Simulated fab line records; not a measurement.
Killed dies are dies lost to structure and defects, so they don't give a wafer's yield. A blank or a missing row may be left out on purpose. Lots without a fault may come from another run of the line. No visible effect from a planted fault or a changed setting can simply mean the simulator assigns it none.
Lot-split experiment + flow sfq line + 5 lots, 23 wafers read, on a route of 325 steps

## SPLIT DETAILS
At SFQ_TRILAYER_M4_DEP_SPUTTER_091 (material Nb, target thk 200 nm, time 133.3 s), the setting time s was moved away from the recipe's 133.3 s on 6 of the 23 wafers read, by -14.2% to +11.8%. The other wafers ran this setting at the recipe's value.

## FROM THE SPLIT TO THE READING: what the file shows between them, 2 steps
- SFQ_M4_RS_MEAS_924: measures by four-point-probe
- SFQ_TRILAYER_M4_LITHO_COAT_093: resist thk 600 nm (also split here: spin rpm)

## THE READING
oes product au, in a.u., at SFQ_TRILAYER_M4_ETCH_METAL_ETCH_096 (etches Nb in Cl2/Ar, stops on SiO2, target depth 240 nm, time 120 s). A value of 0.896 a.u. with a standard deviation of 0.0075 a.u. is what fault-free wafers of this fab line usually give.

| wafer  | tool, chamber at the split | time s as run, s | against the recipe | oes product au, a.u. | against lot-mates on the recipe |
|--------|----------------------------|------------------|--------------------|----------------------|---------------------------------|
| L077.1 | pvd sputter-06, -          | 133.3            | recipe             | 0.910                | -                               |
| L077.2 | pvd sputter-06, -          | 133.3            | recipe             | 0.897                | -                               |
| L077.3 | pvd sputter-06, -          | 114.4            | -14.2%             | 0.834                | -0.070                          |
| L077.4 | pvd sputter-06, -          | 114.4            | -14.2%             | 0.825                | -0.079                          |
| L077.5 | pvd sputter-06, -          | 114.4            | -14.2%             | 0.828                | -0.076                          |
| L078.1 | pvd sputter-06, -          | 133.3            | recipe             | 0.896                | -                               |
| L078.2 | pvd sputter-06, -          | 133.3            | recipe             | 0.904                | -                               |
| L078.3 | pvd sputter-06, -          | 133.3            | recipe             | 0.900                | -                               |
| L078.4 | pvd sputter-06, -          | 133.3            | recipe             | 0.906                | -                               |
| L078.6 | pvd sputter-06, -          | 133.3            | recipe             | 0.903                | -                               |
| L079.1 | pvd sputter-06, -          | 149              | +11.8%             | 0.956                | +0.066                          |
| L079.2 | pvd sputter-06, -          | 149              | +11.8%             | 0.949                | +0.059                          |
| L079.3 | pvd sputter-06, -          | 133.3            | recipe             | 0.887                | -                               |
| L079.4 | pvd sputter-06, -          | 149              | +11.8%             | 0.952                | +0.062                          |
| L079.6 | pvd sputter-06, -          | 133.3            | recipe             | 0.893                | -                               |
| L081.1 | pvd sputter-03, -          | 133.3            | recipe             | 0.889                | -                               |
| L081.2 | pvd sputter-03, -          | 133.3            | recipe             | 0.892                | -                               |
| L081.4 | pvd sputter-03, -          | 133.3            | recipe             | 0.891                | -                               |
| L081.5 | pvd sputter-03, -          | 133.3            | recipe             | 0.892                | -                               |
| L081.6 | pvd sputter-03, -          | 133.3            | recipe             | 0.885                | -                               |
| L085.3 | pvd sputter-03, -          | 133.3            | recipe             | 0.898                | -                               |
| L085.4 | pvd sputter-03, -          | 133.3            | recipe             | 0.895                | -                               |
| L085.6 | pvd sputter-03, -          | 133.3            | recipe             | 0.902                | -                               |

FIT RESULTS
A straight line over all 23 wafers: oes product au changes by +0.00475 a.u. for each +1% of time s; r = +0.98; the points scatter about the line by 0.0064 a.u.
The same after taking each lot's own level away (the mean of its wafers on the recipe; 23 wafers): +0.00527 a.u. for each +1%; r = +0.99; scatter 0.0037 a.u.
The reading moves by 0.075 a.u. for the largest change in time s, on that fit.
The span of the lots' own levels, 0.8898 to 0.9035 a.u., comes to 1.8 times the standard deviation stated above.
The two slopes agree, so the slope changes little with the lot-to-lot level.
Check: for one of the wafers moved furthest among these (-14.2%), held out of the fit, the line's prediction against its lot-mates is -0.0762 a.u. Against them it came out at -0.0695 a.u.

## OTHER SPLITS APPLIED TO THESE WAFERS
Other splits were also applied to these wafers ahead of the reading. Each is held against what the fit with the lots' levels taken away leaves over:
| other split on the same wafers               | wafers away from the commonest value | r with oes product au (lot level and that fit taken away) |
|----------------------------------------------|--------------------------------------|-----------------------------------------------------------|
| SFQ_TRILAYER_I3_VIA_LITHO_EXPOSE_086 dose mj | 9                                    | -0.35                                                     |
| SFQ_TRILAYER_M4_LITHO_COAT_093 spin rpm      | 7                                    | +0.03                                                     |

## THE WHOLE CHAIN: every reading that the file lists as answering this split, in the file's order
| step                                | what it does                                                        | reading                                                                                   | change (the file's fit)                   | r (the file's) |
|-------------------------------------|---------------------------------------------------------------------|-------------------------------------------------------------------------------------------|-------------------------------------------|----------------|
| SFQ_TRILAYER_M4_DEP_SPUTTER_091     | material Nb, target thk 200 nm, time 133.3 s                        | Nb_of_TRILAYER_M4_DEP_SPUTTER_091.thk nm (the simulator's own value, which no gauge read) | +2.02 nm for each +1% of the setting      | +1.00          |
| SFQ_M4_RS_MEAS_924                  | measures by four-point-probe                                        | M4_NB_RS                                                                                  | -0.0093 for each +1% of the setting       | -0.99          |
| SFQ_TRILAYER_M4_ETCH_METAL_ETCH_096 | etches Nb in Cl2/Ar, stops on SiO2, target depth 240 nm, time 120 s | oes product au                                                                            | +0.00525 a.u. for each +1% of the setting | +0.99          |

## THE FILE'S OWN FIT
oes product au changes by +0.00525 a.u. for each +1% of time s, r = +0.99.
